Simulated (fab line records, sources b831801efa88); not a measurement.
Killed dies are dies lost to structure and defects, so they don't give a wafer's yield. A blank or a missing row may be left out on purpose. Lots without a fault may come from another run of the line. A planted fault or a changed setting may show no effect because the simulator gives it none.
fab line records | flow gf180mcu
record lots=13 wafers=39 last_day=34
route steps=602 shown MVPSD@85 HV_LDD@190 SAB@264 CONTACT@301
lots that met no fault: from a run of the same line without faults
start_h: hours from the record's first day to the start of the lot's first wafer shown | wait_h: hours since the lot's step before | " the same as in the row above | L1.1+2: a row that stands for several wafers | - no value, or no start given | * or withheld: withheld | < > ~ a bound
route shown NAME@n: a module of which the file shows steps, and the number in the route of the first | usual: mean/standard deviation of fault-free wafers | same: alike in all rows | chamber/n: place in a boat | sites: the reading at each site | _std_site: their standard deviation | _edge_site: outer sites' mean less inner sites' | radius_mm: how far each site lies from the wafer's centre | mask NAME#n: copy n | behind: the tool/chamber that last shaped the wafer | hold: why the lot was held/for how many hours/how that ended | device: the transistor (n, p or np) that didn't switch | end of line: the same wafers' tests at the end of the route | a step without rows: its recipe alone | killed: dies lost to structure and defects at the first sort, not the wafer's yield | map: a wafer's dies, x killed, . not, _ none there
set.NAME: the setting as run; set.NAME@STEP: as run at that earlier step | model.NAME: the simulator's own value behind a step, which no gauge read
steps of the route over a sample of lots; a table a step, a row a wafer
services: from which hour (start_h, from the record's first day; less than 0 if before it) a tool's chamber was out of use, for how many hours, and why
## steps
# step GF_MVPSD_OVL_MEAS_07
# usual MVPSD_OVL=0.2/1.3
# columns lot.wafer tool chamber start_h wait_h MVPSD_OVL[nm]
L854.1 overlay-01 - 96.33 - -1.1
L854.2 " - " " -1.4
L854.6 " - " " -0.4
L855.1 overlay-01 - 103.18 - -0.1
L855.2 " - " " 0.1
L855.4 " - " " 1.5
L856.2 overlay-01 - 107.34 - -0.4
L856.3 " - " " 0.7
L856.4 " - " " 0.2
L857.1 overlay-01 - 116.36 - 0.1
L857.2 " - " " -0.7
L857.3 " - " " -0.2
L859.1 overlay-02 - 131.48 - -0.1
L859.4 " - " " 1.1
L859.5 " - " " 1.7
L860.2 overlay-01 - 135.33 - -0.3
L860.5 " - " " -0.4
L860.6 " - " " 1.0
L862.1 overlay-02 - 147.68 - -1.0
L862.3 " - " " 0.0
L862.6 " - " " -2.8
L863.1 overlay-02 - 152.48 - 2.5
L863.4 " - " " 1.5
L863.5 " - " " -0.1
L866.1 overlay-02 - 169.53 - 0.8
L866.4 " - " " 0.6
L866.5 " - " " 0.1
L871.1 overlay-01 - 198.88 - 2.2
L871.4 " - " " 4.6
L871.5 " - " " 2.3
L872.3 overlay-01 - 202.94 - 1.5
L872.5 " - " " -0.1
L872.6 " - " " -0.5
L875.1 overlay-01 - 220.98 - 1.2
L875.2 " - " " 1.4
L875.3 " - " " 0.1
L876.3 overlay-02 - 228.23 - -1.0
L876.4 " - " " -0.1
L876.6 " - " " -0.4
# step GF_HV_LDD_COAT_14
# recipe resist=NOVOLAK spin_rpm=3000 resist_thk_nm=1000
# columns lot.wafer tool chamber start_h wait_h
L854.1+2+6 litho_track-03 0 225.18 0.1
L855.1+2+4 litho_track-03 0 231.28 0.1
L856.2+3+4 litho_track-02 0 237.99 0.1
L857.1+2+3 litho_track-02 0 248.01 0.1
L859.1+4+5 litho_track-02 0 268.86 0.1
L860.2+5+6 litho_track-04 0 273.75 0.1
L862.1+3+6 litho_track-04 0 287.32 0.1
L863.1+4+5 litho_track-03 0 300.23 0.1
L866.1+4+5 litho_track-02 0 318.96 0.1
L871.1+4+5 litho_track-02 0 355.36 0.1
L872.3+5+6 litho_track-02 0 360.26 0.1
L875.1+2+3 litho_track-03 0 382.23 0.1
L876.3+4+6 litho_track-04 0 388.12 0.1
# step GF_HV_LDD_CD_MEAS_19
# recipe target_cd_nm=400
# usual cd_nm=399.3/2.7
# columns lot.wafer tool chamber start_h wait_h cd_nm
L854.1 cd_sem-01 - 235.08 0.1 397.4
L854.2 " - " " 399.0
L854.6 " - " " 398.9
L855.1 cd_sem-02 - 241.08 0.1 402.1
L855.2 " - " " 398.0
L855.4 " - " " 399.1
L856.2 cd_sem-02 - 246.75 0.1 399.1
L856.3 " - " " 397.0
L856.4 " - " " 396.8
L857.1 cd_sem-01 - 257.33 0.1 401.2
L857.2 " - " " 399.6
L857.3 " - " " 400.2
L859.1 cd_sem-02 - 278.21 0.1 394.3
L859.4 " - " " 396.2
L859.5 " - " " 394.3
L860.2 cd_sem-01 - 282.90 0.1 400.7
L860.5 " - " " 400.2
L860.6 " - " " 398.7
L862.1 cd_sem-01 - 297.68 0.1 400.8
L862.3 " - " " 402.5
L862.6 " - " " 402.4
L863.1 cd_sem-01 - 310.46 0.1 399.8
L863.4 " - " " 400.7
L863.5 " - " " 400.8
L866.1 cd_sem-01 - 328.81 0.1 394.6
L866.4 " - " " 393.9
L866.5 " - " " 395.2
L871.1 cd_sem-02 - 367.08 0.1 406.3
L871.4 " - " " 408.5
L871.5 " - " " 405.9
L872.3 cd_sem-01 - 371.35 0.1 409.3
L872.5 " - " " 408.3
L872.6 " - " " 408.3
L875.1 cd_sem-02 - 394.13 0.1 402.3
L875.2 " - " " 400.2
L875.3 " - " " 400.8
L876.3 cd_sem-01 - 399.26 0.1 399.3
L876.4 " - " " 397.1
L876.6 " - " " 396.7
# step GF_HV_LDD_STRIP_22
# recipe chemistry=O2/N2 power_w=1400 pressure_mtorr=1500 platen_temp_c=250 o2_flow_sccm=3000 n2_flow_sccm=300 overash_fraction=0.5
# usual drypump_motor_current_A=5.8/0.47 heater_power_w=358/21 oes_product_au=0.716/0.0043 strip_time_to_endpoint_s=12.63/0.031
# columns lot.wafer tool chamber start_h wait_h drypump_motor_current_A heater_power_w oes_product_au rf_hours_counter_h strip_time_to_endpoint_s
L854.1 plasma_asher-03 1 235.38 0.1 5.7 297 0.714 10 12.64
L854.2 " 0 " " 5.4 358 0.717 10 12.59
L854.6 " 0 " " 5.4 352 0.719 - 12.61
L855.1 plasma_asher-02 0 241.38 0.1 5.5 372 0.719 46 12.61
L855.2 " 1 " " 5.2 354 0.717 46 12.69
L855.4 " 1 " " 5.2 367 0.721 - 12.64
L856.2 plasma_asher-04 0 247.04 0.1 6.5 377 0.721 62 12.64
L856.3 " 1 " " 5.5 353 0.712 - 12.67
L856.4 " 0 " " 6.5 373 0.723 - 12.66
L857.1 plasma_asher-03 0 257.63 0.1 5.4 350 0.717 13 12.64
L857.2 " 1 " " 5.7 304 0.715 13 12.66
L857.3 " 0 " " 5.4 359 0.725 - 12.66
L859.1 plasma_asher-04 1 278.52 0.1 5.5 350 0.716 65 12.64
L859.4 " 0 " " 6.5 383 0.712 - 12.67
L859.5 " 1 " " 5.5 356 0.717 - 12.64
L860.2 plasma_asher-04 0 283.19 0.1 6.5 377 0.720 66 12.58
L860.5 " 1 " " 5.5 357 0.718 - 12.59
L860.6 " 0 " " 6.5 375 0.720 - 12.59
L862.1 plasma_asher-02 0 297.99 0.1 5.6 360 0.715 52 12.63
L862.3 " 0 " " 5.5 364 0.721 - 12.60
L862.6 " 1 " " 5.2 357 0.710 - 12.63
L863.1 plasma_asher-04 1 310.77 0.1 5.5 362 0.719 68 12.63
L863.4 " 0 " " 6.5 374 0.713 - 12.59
L863.5 " 1 " " 5.5 360 0.716 - 12.62
L866.1 plasma_asher-04 0 329.12 0.1 6.5 381 0.723 70 12.64
L866.4 " 1 " " 5.5 353 0.714 - 12.62
L866.5 " 0 " " 6.5 380 0.721 - 12.62
L871.1 plasma_asher-03 0 367.38 0.1 5.4 346 0.702 24 11.60
L871.4 " 1 " " 5.7 308 0.722 - 11.63
L871.5 " 1 " " 5.7 300 0.702 - 11.59
L872.3 plasma_asher-04 0 371.65 0.1 6.5 374 0.713 - 11.63
L872.5 " 1 " " 5.5 363 0.717 - 11.65
L872.6 " 0 " " 6.5 377 0.712 - 11.61
L875.1 plasma_asher-04 1 394.43 0.1 5.5 351 0.720 77 12.64
L875.2 " 0 " " 6.5 379 0.726 77 12.63
L875.3 " 1 " " 5.5 364 0.716 - 12.61
L876.3 plasma_asher-04 0 399.56 0.1 6.5 373 0.715 - 12.59
L876.4 " 1 " " 5.5 360 0.717 - 12.61
L876.6 " 0 " " 6.5 385 0.712 - 12.59
# step GF_SAB_CVD_00
# recipe material=SiO2 target_thk_nm=50 precursor=TEOS temp_c=400 time_s=4.9302 rf_w=600
# usual heater_power_w=629/85
# columns lot.wafer tool chamber start_h wait_h heater_power_w
L854.1 pecvd-03 0 317.63 0.1 591
L854.2 " 2 " " 606
L854.6 " 2 " " 608
L855.1 pecvd-01 0 324.06 0.1 602
L855.2 " 1 " " 533
L855.4 " 1 " " 538
L856.2 pecvd-03 1 329.35 0.1 518
L856.3 " 0 " " 674
L856.4 " 2 " " 599
L857.1 pecvd-04 1 342.06 0.1 556
L857.2 " 0 " " 533
L857.3 " 2 " " 654
L859.1 pecvd-04 0 366.05 0.1 616
L859.4 " 1 " " 612
L859.5 " 2 " " 667
L860.2 pecvd-01 2 371.89 0.1 769
L860.5 " 1 " " 580
L860.6 " 2 " " 757
L862.1 pecvd-03 0 387.61 0.1 677
L862.3 " 1 " " 584
L862.6 " 1 " " 587
L863.1 pecvd-01 0 403.48 0.1 562
L863.4 " 2 " " 840
L863.5 " 0 " " 585
L866.1 pecvd-03 0 426.25 0.1 620
L866.4 " 2 " " 552
L866.5 " 1 " " 601
L871.1 pecvd-04 0 465.55 0.1 538
L871.4 " 2 " " 679
L871.5 " 1 " " 721
L872.3 pecvd-01 1 471.13 0.1 547
L872.5 " 2 " " 827
L872.6 " 1 " " 521
L875.1 pecvd-01 2 495.13 0.1 895
L875.2 " 0 " " 627
L875.3 " 1 " " 570
L876.3 pecvd-01 0 501.01 0.1 614
L876.4 " 1 " " 576
L876.6 " 0 " " 661
# step GF_CONTACT_CD_MEAS_14
# recipe target_cd_nm=220
# usual cd_nm=219.4/1.2
# columns lot.wafer tool chamber start_h wait_h cd_nm
L854.1 cd_sem-01 - 361.62 0.1 218.5
L854.2 " - " " 217.7
L854.6 " - " " 218.3
L855.1 cd_sem-02 - 369.37 0.1 219.2
L855.2 " - " " 219.3
L855.4 " - " " 218.8
L856.2 cd_sem-01 - 375.45 0.1 219.3
L856.3 " - " " 219.3
L856.4 " - " " 217.8
L857.1 cd_sem-01 - 387.77 0.1 220.3
L857.2 " - " " 219.8
L857.3 " - " " 221.4
L859.1 cd_sem-01 - 412.52 0.1 219.0
L859.4 " - " " 219.5
L859.5 " - " " 219.3
L860.2 cd_sem-01 - 420.34 0.1 219.6
L860.5 " - " " 220.3
L860.6 " - " " 219.8
L862.1 cd_sem-01 - 437.02 0.1 219.2
L862.3 " - " " 219.2
L862.6 " - " " 218.9
L863.1 cd_sem-01 - 453.28 0.1 219.8
L863.4 " - " " 219.1
L863.5 " - " " 219.4
L866.1 cd_sem-02 - 477.93 0.1 219.6
L866.4 " - " " 219.6
L866.5 " - " " 219.6
L871.1 cd_sem-01 - 514.16 0.1 221.1
L871.4 " - " " 223.4
L871.5 " - " " 222.1
L872.3 cd_sem-01 - 520.47 0.1 220.2
L872.5 " - " " 220.2
L872.6 " - " " 219.9
L875.1 cd_sem-01 - 543.32 0.1 222.3
L875.2 " - " " 220.2
L875.3 " - " " 220.6
L876.3 cd_sem-02 - 548.17 0.1 218.5
L876.4 " - " " 218.4
L876.6 " - " " 218.3
## services
# columns tool chamber start_h hours kind
pecvd-03 - 237.97 1.1 repair
pecvd-01 0 252.85 18.2 repair
pecvd-04 - 255.19 2.8 pm
plasma_asher-04 - 291.85 4.3 pm
pecvd-04 1 298.86 14.0 repair
pecvd-03 - 301.33 2.4 repair
pecvd-01 - 321.69 0.5 repair
pecvd-03 - 368.88 14.0 pm
pecvd-03 2 369.36 2.0 repair
pecvd-04 - 387.83 0.4 repair
pecvd-04 - 389.26 0.2 repair
pecvd-03 1 403.57 3.9 repair
plasma_asher-02 - 411.97 14.6 pm
pecvd-03 2 420.02 5.2 repair
plasma_asher-04 - 421.25 9.0 pm
plasma_asher-04 0 421.25 9.0 vent_cycle
plasma_asher-04 1 421.25 9.0 vent_cycle
plasma_asher-04 0 430.25 - clean
plasma_asher-04 1 430.25 - clean
pecvd-04 - 438.02 1.4 repair
plasma_asher-02 - 455.97 2.8 pm
pecvd-03 - 462.69 6.6 repair
pecvd-04 - 480.11 1.1 repair
plasma_asher-04 - 499.36 1.5 repair
## key
first_sign step=GF_HV_LDD_CD_MEAS_19 reading=cd_nm direction=up sigmas=3.1 usual=399.3 struck=407.8
effect step=GF_HV_LDD_STRIP_22 reading=strip_time_to_endpoint_s direction=down sigmas=33 usual=* struck=*
met_at GF_HV_LDD_COAT_14
struck_lots L871,L872
tester_left_out L871,L872
not_acting_at GF_MVPSD_OVL_MEAS_07,GF_SAB_CVD_00,GF_CONTACT_CD_MEAS_14
onset_between 318.96 355.36
fault kind=process_parameter_drift tool=litho_track-02 chamber=- onset_h=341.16 steps=GF_HV_LDD_COAT_14 channel=resist_thk_nm offset=* shape=step end_h=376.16 acts_in=* stated=*
# tester_left_out: of these lots the tester's yield and bins aren't shown, on N5 and GAA mostly nor the transistor test; their killed dies are dies lost to structure and defects alone, not to doping, threshold or leakage, so they don't give the yield
